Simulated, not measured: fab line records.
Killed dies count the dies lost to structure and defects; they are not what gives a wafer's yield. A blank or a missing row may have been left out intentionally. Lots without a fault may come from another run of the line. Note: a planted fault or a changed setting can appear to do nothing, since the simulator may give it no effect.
fab line records    flow sky130
record: lots: 14  wafers: 42  lastDay: 50
route steps=708 shown SONOS_ONO@181 RES_PROTECT@214 LDD_N@247 LDD_P@263
lots that met no fault: taken from a fault-free run of the same line
startH: hours from the record's first day to the start of the lot's first wafer shown    waitH: hours since the lot's step before    " repeats the value in the row above    L1.1+2: one row covering several wafers at once    - either no value or no given start    * or withheld: withheld    < > ~ a bound
route shown NAME@n: names a module that has steps shown in the file, with the first one's number in the route    usual: mean/standard deviation taken from wafers without a fault    same: alike in all rows    chamber/n: place in a boat    sites: per-site readings    _std_site: the standard deviation of these    _edge_site: inner sites' mean taken away from outer sites' mean    radiusMm: for every site, how far away it sits from the centre of the wafer    mask NAME#n: copy n    behind: tool/chamber where the wafer was last shaped    hold: cause of the lot's hold/its duration in hours/its outcome    device: whichever transistor did not switch (one of n, p or np)    end of line: tests run on the same wafers once the route is complete    step lacking rows: just its recipe    killed: dies lost to structure and defects at the first sort, not the wafer's yield    map: a wafer's dies, x killed, . not, _ none there
set.NAME: the run value of the setting; set.NAME@STEP: its run value at that earlier step    model.NAME: the simulator's own value behind a step, which no gauge read
steps of the route over a sample of lots; a table a step, a row a wafer
services: a tool's chamber out of use, with start hour (startH, from the record's first day; less than 0 if before it), hours out, and reason
== steps ==
step: SKY_SONOS_ONO_CD_MEAS_13
recipe: targetCdNm: 410
usual: cdNm: 410.0/2.1
lot.wafer  tool      chamber  startH  waitH  cdNm
L758.2     cdSem-02  -        270.68  0.1    408.1
L758.3     "         -        "       "      407.5
L758.5     "         -        "       "      408.4
L759.2     cdSem-01  -        272.13  0.1    411.6
L759.4     "         -        "       "      410.4
L759.5     "         -        "       "      411.8
L760.1     cdSem-02  -        288.87  0.1    408.1
L760.4     "         -        "       "      410.1
L760.5     "         -        "       "      409.3
L761.1     cdSem-01  -        311.26  0.1    408.3
L761.2     "         -        "       "      409.2
L761.3     "         -        "       "      408.7
L762.1     cdSem-01  -        313.91  0.1    408.4
L762.3     "         -        "       "      409.4
L762.6     "         -        "       "      410.0
L763.3     cdSem-01  -        330.15  0.1    414.4
L763.5     "         -        "       "      412.7
L763.6     "         -        "       "      415.0
L766.1     cdSem-01  -        344.56  0.1    409.9
L766.2     "         -        "       "      408.7
L766.3     "         -        "       "      408.5
L768.2     cdSem-01  -        361.03  0.1    409.3
L768.4     "         -        "       "      408.9
L768.5     "         -        "       "      409.5
L769.3     cdSem-01  -        366.35  0.1    413.2
L769.4     "         -        "       "      412.8
L769.5     "         -        "       "      410.5
L771.4     cdSem-01  -        381.02  0.1    408.6
L771.5     "         -        "       "      409.3
L771.6     "         -        "       "      411.0
L773.2     cdSem-02  -        390.78  0.1    408.1
L773.4     "         -        "       "      407.1
L773.5     "         -        "       "      408.0
L774.1     cdSem-02  -        404.87  0.1    409.1
L774.2     "         -        "       "      408.5
L774.6     "         -        "       "      407.5
L778.1     cdSem-02  -        464.67  0.1    410.7
L778.4     "         -        "       "      410.0
L778.5     "         -        "       "      409.2
L781.2     cdSem-01  -        468.19  0.1    407.2
L781.3     "         -        "       "      407.6
L781.5     "         -        "       "      407.3
step: SKY_RES_PROTECT_STRIP_07
recipe: chemistry: O2/N2  powerW: 1400  pressureMtorr: 1500  platenTempC: withheld  o2FlowSccm: 3000  n2FlowSccm: 300  overashFraction: 0.5
usual: drypumpMotorCurrentA: 5.8/0.45  n2FlowSccm: 300.2/0.82  oesProductAu: 0.518/0.0048  stripTimeToEndpointS: 23.28/0.05
lot.wafer  tool            chamber  startH  waitH  drypumpMotorCurrentA  n2FlowSccm  oesProductAu  rfHoursCounterH  stripTimeToEndpointS
L759.2     plasmaAsher-03  0        333.61  0.1    6.1                   299.4       0.522         19               23.20
L759.4     "               1        "       "      5.1                   301.3       0.519         -                23.24
L759.5     "               0        "       "      6.1                   299.1       0.527         -                23.24
L758.2     plasmaAsher-02  0        334.05  0.1    5.7                   299.4       0.517         65               23.32
L758.3     "               1        "       "      5.8                   299.2       0.516         -                23.29
L758.5     "               1        "       "      5.7                   300.3       0.516         -                23.29
L760.1     plasmaAsher-02  0        347.96  0.1    5.7                   301.5       0.520         66               23.14
L760.4     "               1        "       "      5.7                   300.7       0.524         -                23.18
L760.5     "               1        "       "      5.8                   300.1       0.515         -                23.22
L761.1     plasmaAsher-02  0        372.00  0.1    5.7                   300.6       0.519         69               23.27
L761.2     "               1        "       "      5.8                   300.4       0.515         69               23.32
L761.3     "               1        "       "      5.8                   300.3       0.517         -                23.32
L762.1     plasmaAsher-04  1        374.00  0.1    5.4                   301.7       0.513         55               23.33
L762.3     "               0        "       "      6.6                   300.5       0.514         -                23.36
L762.6     "               1        "       "      5.4                   300.3       0.517         -                23.37
L763.3     plasmaAsher-03  0        391.24  0.1    6.1                   299.9       0.520         -                23.37
L763.5     "               1        "       "      5.1                   301.1       0.518         -                23.36
L763.6     "               0        "       "      6.1                   300.5       0.514         -                23.39
L766.1     plasmaAsher-03  0        406.71  0.1    6.1                   298.7       0.523         26               23.32
L766.2     "               1        "       "      5.1                   298.8       0.517         26               23.29
L766.3     "               1        "       "      5.1                   298.6       0.519         -                23.31
L768.2     plasmaAsher-03  0        428.87  0.1    6.1                   300.6       0.521         29               23.31
L768.4     "               1        "       "      5.1                   301.5       0.531         -                23.29
L768.5     "               0        "       "      6.1                   299.3       0.531         -                23.32
L769.3     plasmaAsher-02  0        432.30  0.1    5.7                   301.2       0.515         -                23.27
L769.4     "               1        "       "      5.8                   300.1       0.509         -                23.26
L769.5     "               1        "       "      5.8                   299.0       0.519         -                23.28
L771.4     plasmaAsher-04  0        454.65  0.1    6.6                   300.7       0.519         -                23.30
L771.5     "               1        "       "      5.4                   300.3       0.515         -                23.34
L771.6     "               0        "       "      6.6                   299.4       0.515         -                23.31
L773.2     plasmaAsher-04  1        461.96  0.1    5.4                   300.4       0.522         63               23.33
L773.4     "               1        "       "      5.4                   300.2       0.518         -                23.32
L773.5     "               0        "       "      6.6                   299.8       0.509         -                23.32
L774.1     plasmaAsher-02  1        474.30  0.1    5.8                   299.2       0.512         80               23.34
L774.2     "               0        "       "      5.7                   300.0       0.514         80               23.26
L774.6     "               1        "       "      5.8                   299.9       0.520         -                23.34
L778.1     plasmaAsher-04  0        535.60  0.1    6.6                   300.8       0.523         71               23.28
L778.4     "               0        "       "      6.6                   300.9       0.517         -                23.26
L778.5     "               1        "       "      5.4                   300.1       0.521         -                23.31
L781.2     plasmaAsher-03  0        538.66  0.1    6.1                   299.5       0.516         40               23.26
L781.3     "               0        "       "      6.0                   300.0       0.515         -                23.25
L781.5     "               1        "       "      5.1                   300.0       0.518         -                23.22
step: SKY_LDD_N_IMPLANT_10
recipe: species: As  energyKev: 20  doseCm2: 7.5e+13  tiltDeg: withheld  rotationDeg: 203
usual: rotationDeg: 203.00/0.035
lot.wafer  tool          chamber  startH  waitH  rotationDeg
L759.2     implanter-02  0        394.97  0.1    203.05
L759.4     "             0        "       "      202.98
L759.5     "             0        "       "      203.00
L758.2     implanter-01  0        395.27  0.1    203.04
L758.3     "             0        "       "      202.98
L758.5     "             0        "       "      203.03
L760.1     implanter-01  0        413.05  0.1    203.03
L760.4     "             0        "       "      203.03
L760.5     "             0        "       "      203.02
L761.1     implanter-01  0        435.90  0.1    202.96
L761.2     "             0        "       "      203.01
L761.3     "             0        "       "      203.04
L762.1     implanter-03  0        441.95  0.1    203.01
L762.3     "             0        "       "      203.00
L762.6     "             0        "       "      203.00
L763.3     implanter-01  0        458.02  0.1    202.95
L763.5     "             0        "       "      202.98
L763.6     "             0        "       "      203.00
L766.1     implanter-02  0        471.26  0.1    203.03
L766.2     "             0        "       "      203.00
L766.3     "             0        "       "      202.96
L768.2     implanter-02  0        497.17  0.1    203.04
L768.4     "             0        "       "      202.98
L768.5     "             0        "       "      203.04
L769.3     implanter-03  0        497.40  0.1    203.04
L769.4     "             0        "       "      203.02
L769.5     "             0        "       "      203.03
L771.4     implanter-02  0        519.17  0.1    203.01
L771.5     "             0        "       "      202.99
L771.6     "             0        "       "      202.96
L773.2     implanter-02  0        527.58  0.1    202.88
L773.4     "             0        "       "      203.00
L773.5     "             0        "       "      203.07
L774.1     implanter-01  0        538.55  0.1    202.93
L774.2     "             0        "       "      203.02
L774.6     "             0        "       "      202.99
L778.1     implanter-02  0        598.10  0.1    260.78
L778.4     "             0        "       "      260.79
L778.5     "             0        "       "      260.72
L781.2     implanter-02  0        602.57  0.1    260.75
L781.3     "             0        "       "      260.76
L781.5     "             0        "       "      260.80
step: SKY_LDD_P_OVL_MEAS_08
usual: LDD_P_OVL: -1.3/1.4
lot.wafer  tool        chamber  startH  waitH  LDD_P_OVL[nm]
L759.2     overlay-02  -        426.04  0.1    -3.0
L759.4     "           -        "       "      -2.6
L759.5     "           -        "       "      -2.4
L758.2     overlay-01  -        426.28  0.1    0.3
L758.3     "           -        "       "      0.9
L758.5     "           -        "       "      -0.7
L760.1     overlay-01  -        443.53  0.1    0.4
L760.4     "           -        "       "      1.5
L760.5     "           -        "       "      2.0
L761.1     overlay-01  -        466.63  0.1    0.6
L761.2     "           -        "       "      0.5
L761.3     "           -        "       "      -1.3
L762.1     overlay-01  -        473.97  0.1    -0.8
L762.3     "           -        "       "      -0.6
L762.6     "           -        "       "      -2.8
L763.3     overlay-01  -        489.88  0.1    -1.8
L763.5     "           -        "       "      -1.5
L763.6     "           -        "       "      -2.0
L766.1     overlay-01  -        502.17  0.1    -4.9
L766.2     "           -        "       "      -2.9
L766.3     "           -        "       "      -1.1
L768.2     overlay-01  -        528.33  0.1    -0.5
L768.4     "           -        "       "      -1.4
L768.5     "           -        "       "      -1.8
L769.3     overlay-02  -        529.14  0.1    -1.6
L769.4     "           -        "       "      -1.4
L769.5     "           -        "       "      0.0
L771.4     overlay-02  -        549.55  0.1    -2.7
L771.5     "           -        "       "      0.1
L771.6     "           -        "       "      -0.7
L773.2     overlay-02  -        558.69  0.1    0.2
L773.4     "           -        "       "      1.3
L773.5     "           -        "       "      -0.1
L774.1     overlay-02  -        569.67  0.1    -1.1
L774.2     "           -        "       "      -1.5
L774.6     "           -        "       "      -1.4
L778.1     overlay-02  -        627.88  0.1    -1.1
L778.4     "           -        "       "      0.1
L778.5     "           -        "       "      -1.5
L781.2     overlay-01  -        633.23  0.1    -0.8
L781.3     "           -        "       "      -0.3
L781.5     "           -        "       "      -3.2
== services ==
tool            chamber  startH  hours  kind
plasmaAsher-04  -        323.06  2.0    repair
implanter-02    -        328.57  2.3    repair
implanter-01    -        333.38  3.3    pm
implanter-02    -        355.50  4.1    pm
implanter-01    -        356.40  1.5    repair
implanter-03    -        362.47  46.4   pm
implanter-03    -        409.95  3.0    repair
plasmaAsher-04  -        413.49  8.0    repair
implanter-03    -        439.04  1.3    repair
implanter-02    -        454.38  13.7   pm
implanter-01    -        484.08  1.9    repair
implanter-03    -        487.36  4.8    pm
plasmaAsher-02  -        514.95  0.7    repair
== key ==
firstSign: step: SKY_LDD_N_IMPLANT_10  reading: rotationDeg  direction: up  sigmas: 99+  usual: 203.00  struck: 260.77
effect none on later readings
metAt SKY_LDD_N_IMPLANT_10
struckLots L778,L781
sortLeftOut L781.2,L781.3,L781.5
testerLeftOut L778,L781
notActingAt SKY_SONOS_ONO_CD_MEAS_13,SKY_RES_PROTECT_STRIP_07,SKY_LDD_P_OVL_MEAS_08
onsetBetween 527.58 598.10
fault: kind: processParameterDrift  tool: implanter-02  chamber: -  onsetH: 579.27  steps: SKY_LDD_N_IMPLANT_10  channel: rotationDeg  offset: 57.76  shape: step  endH: 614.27  actsIn: theseRecipesOnly  stated: 203
testerLeftOut: of these lots the tester's yield and bins aren't shown, on N5 and GAA mostly nor the transistor test; their killed dies are dies lost to structure and defects alone, not to doping, threshold or leakage, so they don't give the yield
sortLeftOut: the simulated sort isn't trusted on such a fault, so these wafers' sort isn't shown, and their yield isn't known
